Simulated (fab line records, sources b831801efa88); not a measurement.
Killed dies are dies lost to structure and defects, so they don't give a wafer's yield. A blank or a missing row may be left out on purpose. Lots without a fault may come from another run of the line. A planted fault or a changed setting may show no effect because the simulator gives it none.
fab line records | flow sfq_line
record lots=6 wafers=18 last_day=92
route steps=325 shown M3@122 I3@133
lots that met no fault: from a run of the same line without faults
start_h: hours from the record's first day to the start of the lot's first wafer shown | wait_h: hours since the lot's step before | " the same as in the row above | L1.1+2: a row that stands for several wafers | - no value, or no start given | * or withheld: withheld | < > ~ a bound
route shown NAME@n: a module of which the file shows steps, and the number in the route of the first | usual: mean/standard deviation of fault-free wafers | same: alike in all rows | chamber/n: place in a boat | sites: the reading at each site | _std_site: their standard deviation | _edge_site: outer sites' mean less inner sites' | radius_mm: how far each site lies from the wafer's centre | mask NAME#n: copy n | behind: the tool/chamber that last shaped the wafer | hold: why the lot was held/for how many hours/how that ended | device: the transistor (n, p or np) that didn't switch | end of line: the same wafers' tests at the end of the route | a step without rows: its recipe alone | killed: dies lost to structure and defects at the first sort, not the wafer's yield | map: a wafer's dies, x killed, . not, _ none there
set.NAME: the setting as run; set.NAME@STEP: as run at that earlier step | model.NAME: the simulator's own value behind a step, which no gauge read
lots at some steps of the route; a table a step, a row a wafer
services: from which hour (start_h, from the record's first day; less than 0 if before it) a tool's chamber was out of use, for how many hours, and why
## steps
# step SFQ_TRILAYER_M3_LITHO_COAT_080
# recipe resist=BARC spin_rpm=3000 resist_thk_nm=62
# step SFQ_TRILAYER_M3_LITHO_COAT_075
# recipe resist=KrF spin_rpm=3000 resist_thk_nm=600
# step SFQ_TRILAYER_M3_LITHO_SOFTBAKE_079
# recipe temp_c=withheld time_s=withheld resist=KrF
# step SFQ_TRILAYER_M3_LITHO_EXPOSE_076
# recipe mask_id=M3 na=0.6 source_shape=conventional sigma_outer=0.65 target_cd_nm=500 dose_mj=14.4
# step SFQ_TRILAYER_M3_LITHO_PEB_078
# recipe peb_temp_c=115 peb_time_s=60 resist=KrF
# step SFQ_TRILAYER_M3_LITHO_DEVELOP_077
# recipe time_s=60 resist=KrF
# step SFQ_M3_OVL_MEAS_921
# usual M3_OVL=2/5.5
# columns lot.wafer tool chamber start_h wait_h M3_OVL[nm]
L998.1 overlay-01 - 760.82 0.1 1
L998.5 " - " " -4
L998.6 " - " " -4
L999.1 overlay-01 - 762.02 0.1 5
L999.5 " - " " 7
L999.6 " - " " 8
L110.2 overlay-01 - 920.74 0.1 6
L110.3 " - " " 8
L110.5 " - " " 2
L115.1 overlay-01 - 944.24 0.1 10
L115.3 " - " " 15
L115.5 " - " " 7
L116.3 overlay-01 - 959.13 0.1 6
L116.4 " - " " 7
L116.5 " - " " 3
L117.3 overlay-02 - 1003.27 0.1 -3
L117.4 " - " " 12
L117.5 " - " " -10
# step SFQ_TRILAYER_M3_BARC_OPEN_METAL_ETCH_100
# recipe mask_material=PR chemistry=O2 target_depth_nm=125 target=BARC icp_w=600 bias_w=80 pressure_mtorr=10 time_s=41.7
# usual drypump_motor_current_A=5.4/0.39 oes_product_au=0.686/0.0045
# columns lot.wafer tool chamber start_h wait_h drypump_motor_current_A oes_product_au rf_hours_counter_h
L998.1 rie_metal-01 1 760.86 0.0 5.4 0.686 1
L998.5 " 0 " " 5.9 0.685 -
L998.6 " 1 " " 5.4 0.690 -
L999.1 rie_metal-02 0 762.06 0.0 5.7 0.682 59
L999.5 " 0 " " 5.7 0.692 -
L999.6 " 0 " " 5.7 0.691 -
L110.2 rie_metal-02 0 920.77 0.0 5.7 0.695 83
L110.3 " 0 " " 5.7 0.680 -
L110.5 " 1 " " 4.7 0.690 -
L115.1 rie_metal-02 1 944.27 0.0 4.7 0.690 93
L115.3 " 1 " " 4.7 0.686 -
L115.5 " 1 " " 4.7 0.694 -
L116.3 rie_metal-01 0 959.17 0.0 5.9 0.683 -
L116.4 " 1 " " 5.4 0.685 -
L116.5 " 1 " " 5.4 0.687 -
L117.3 rie_metal-03 0 1003.32 0.0 5.3 0.693 -
L117.4 " 1 " " 5.5 0.680 -
L117.5 " 1 " " 5.5 0.681 -
# step SFQ_TRILAYER_M3_ETCH_METAL_ETCH_078
# recipe target=Nb stop_on=SiO2 mask_material=PR chemistry=Cl2/Ar target_depth_nm=240 icp_w=600 bias_w=80 pressure_mtorr=10 time_s=120
# usual drypump_motor_current_A=5.4/0.39 oes_product_au=0.894/0.0078
# columns lot.wafer tool chamber start_h wait_h drypump_motor_current_A oes_product_au rf_hours_counter_h
L998.1 rie_metal-01 1 760.92 0.0 5.4 0.884 1
L998.5 " 0 " " 5.8 0.888 -
L998.6 " 1 " " 5.4 0.878 -
L999.1 rie_metal-02 0 762.18 0.1 5.7 0.900 59
L999.5 " 0 " " 5.7 0.899 -
L999.6 " 0 " " 5.7 0.892 -
L110.2 rie_metal-02 0 920.83 0.0 5.7 0.886 84
L110.3 " 0 " " 5.7 0.883 -
L110.5 " 1 " " 4.7 0.888 -
L115.1 rie_metal-02 1 944.33 0.0 4.7 0.901 93
L115.3 " 1 " " 4.7 0.905 -
L115.5 " 1 " " 4.7 0.897 -
L116.3 rie_metal-01 0 959.25 0.1 5.8 0.888 -
L116.4 " 1 " " 5.4 0.887 -
L116.5 " 1 " " 5.4 0.887 -
L117.3 rie_metal-03 0 1003.40 0.1 5.2 0.889 -
L117.4 " 1 " " 5.5 0.891 -
L117.5 " 1 " " 5.5 0.888 -
# step SFQ_TRILAYER_M3_STRIP_STRIP_079
# recipe gas=O2 power_w=200 platen_temp_c=40 overash_fraction=0.65 chemistry=O2 pressure_mtorr=50
# usual drypump_motor_current_A=5.4/0.38 oes_product_au=0.999/0.014
# columns lot.wafer tool chamber start_h wait_h drypump_motor_current_A oes_product_au rf_hours_counter_h
L998.1 rie_metal-01 1 761.04 0.1 5.4 1.010 1
L998.5 " 0 " " 5.9 0.978 -
L998.6 " 1 " " 5.4 1.020 -
L999.1 rie_metal-02 0 762.43 0.2 5.7 0.993 59
L999.5 " 0 " " 5.7 0.998 -
L999.6 " 0 " " 5.7 0.992 -
L110.2 rie_metal-02 0 920.96 0.1 5.7 0.974 84
L110.3 " 0 " " 5.7 0.978 -
L110.5 " 1 " " 4.7 1.009 -
L115.1 rie_metal-02 1 944.46 0.1 4.7 1.010 93
L115.3 " 1 " " 4.7 1.004 -
L115.5 " 1 " " 4.7 1.014 -
L116.3 rie_metal-01 0 959.54 0.2 5.8 0.978 -
L116.4 " 1 " " 5.4 1.000 -
L116.5 " 1 " " 5.4 0.986 -
L117.3 rie_metal-03 0 1003.68 0.2 5.2 1.000 -
L117.4 " 1 " " 5.5 1.013 -
L117.5 " 1 " " 5.5 1.016 -
# step SFQ_TRILAYER_M3_STRIP_SOLV_CLEAN_080
# recipe chemistry=NMP temp_c=70 time_s=600
# step SFQ_TRILAYER_I3_DEP_PECVD_081
# recipe material=SiO2 temp_c=150 time_s=111.11 pressure_torr=2.4 rf_w=183.3 precursor=SiH4/N2O target_thk_nm=500
# usual heater_power_w=85/17 throttle_valve_pct=26.2/1.7
# columns lot.wafer tool chamber start_h wait_h heater_power_w throttle_valve_pct
L998.1 pecvd-02 1 761.82 0.0 71 29.2
L998.5 " 2 " " 65 25.7
L998.6 " 1 " " 73 29.2
L999.1 pecvd-03 1 763.80 0.0 92 25.2
L999.5 " 2 " " 94 25.8
L999.6 " 1 " " 99 24.9
L110.2 pecvd-03 1 921.73 0.0 105 24.8
L110.3 " 2 " " 91 25.9
L110.5 " 0 " " 113 27.3
L115.1 pecvd-02 1 945.23 0.0 77 29.0
L115.3 " 0 " " 63 27.6
L115.5 " 0 " " 65 27.5
L116.3 pecvd-02 1 960.13 0.0 62 29.0
L116.4 " 2 " " 72 25.5
L116.5 " 1 " " 68 29.1
L117.3 pecvd-03 1 1004.26 0.0 105 22.2
L117.4 " 0 " " 111 24.8
L117.5 " 1 " " 109 22.5
# step SFQ_TRILAYER_I3_CMP_CMP_082
# recipe material=SiO2 down_force_psi=3 platen_rpm=60 pad_velocity_m_s=0.94248
# usual head_pressure_psi=2.999/0.0065 motor_current_A=9.6/0.58 time_to_endpoint_s=213/7.1
# columns lot.wafer tool chamber start_h wait_h head_pressure_psi motor_current_A time_to_endpoint_s
L998.1 cmp-01 2 766.34 4.5 3.358 10.2 191
L998.6 " 1 767.84 5.9 3.370 9.7 188
L998.5 " 2 " " 3.374 10.0 203
L999.1 cmp-01 0 770.34 6.5 3.380 9.6 194
L999.5 " 1 " " 3.374 9.6 195
L999.6 " 2 " " 3.377 10.0 196
L110.3 cmp-02 3 952.96 31.2 3.012 9.9 203
L110.2 " 0 " " 2.998 10.1 209
L110.5 " 3 954.96 33.1 3.002 9.3 210
L115.3 cmp-01 0 970.87 25.6 3.000 9.0 214
L115.1 " 1 " " 2.991 9.4 211
L115.5 " 3 972.37 27.1 3.002 10.3 218
L116.3 cmp-02 2 973.46 13.3 3.009 9.1 213
L116.4 " 1 974.96 14.8 3.002 9.8 219
L116.5 " 3 975.96 15.8 3.006 9.3 216
L117.3 cmp-02 3 1004.34 0.0 2.993 9.7 193
L117.4 " 2 1005.84 1.5 3.000 9.6 210
L117.5 " 0 1006.84 2.5 2.993 10.4 211
# step SFQ_I3_BOW_MEAS_922
# recipe mode=bow
# usual I3_BOW=0/8.6
# columns lot.wafer tool chamber start_h wait_h I3_BOW[um]
L998.1 film_metro-03 - 768.84 2.0 8
L998.5 " - " " 0
L998.6 " - " " 6
L999.1 film_metro-01 - 771.84 1.0 1
L999.5 " - " " -1
L999.6 " - " " 10
L110.2 film_metro-01 - 955.48 1.5 3
L110.3 " - " " -12
L110.5 " - " " 0
L115.1 film_metro-01 - 972.87 1.0 3
L115.3 " - " " -11
L115.5 " - " " -8
L116.3 film_metro-04 - 976.50 2.5 12
L116.4 " - " " 1
L116.5 " - " " 5
L117.3 film_metro-04 - 1007.38 2.5 -2
L117.4 " - " " 2
L117.5 " - " " 2
## services
# columns tool chamber start_h hours kind
cmp-02 - 737.72 2.9 repair
cmp-02 - 748.87 4.0 pm
cmp-02 - 759.69 0.4 repair
pecvd-03 0 765.02 5.3 repair
pecvd-03 - 802.94 4.3 pm
cmp-01 - 816.84 4.5 pm
cmp-02 - 821.63 7.1 repair
rie_metal-03 - 838.47 2.6 repair
rie_metal-03 - 845.22 1.0 repair
pecvd-02 - 857.41 0.5 repair
rie_metal-03 - 869.41 1.4 pm
cmp-01 - 874.59 3.5 repair
pecvd-03 - 874.89 0.3 repair
cmp-01 - 879.24 1.2 repair
cmp-01 - 890.04 4.4 pm
cmp-02 - 894.85 5.1 repair
cmp-01 - 900.46 14.4 pm
pecvd-03 - 914.76 2.1 repair
rie_metal-02 - 917.96 2.8 pm
cmp-01 - 923.87 4.0 pm
cmp-02 - 929.99 7.5 pm
pecvd-03 - 933.25 14.0 pm
rie_metal-02 - 956.39 0.5 repair
rie_metal-03 - 975.87 0.6 repair
## key
first_sign step=SFQ_TRILAYER_I3_CMP_CMP_082 reading=head_pressure_psi direction=up sigmas=57 usual=2.999 struck=3.372
effect step=SFQ_TRILAYER_I3_CMP_CMP_082 reading=time_to_endpoint_s direction=down sigmas=2.6 usual=* struck=*
met_at SFQ_TRILAYER_I3_CMP_CMP_082
struck_wafers L998.1,L998.5,L998.6,L999.1,L999.5,L999.6
fault kind=process_parameter_drift tool=cmp-01 chamber=- onset_h=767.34 steps=SFQ_TRILAYER_I3_CMP_CMP_082 channel=down_force_psi offset=0.37437 shape=step end_h=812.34 acts_in=these_recipes_only stated=3
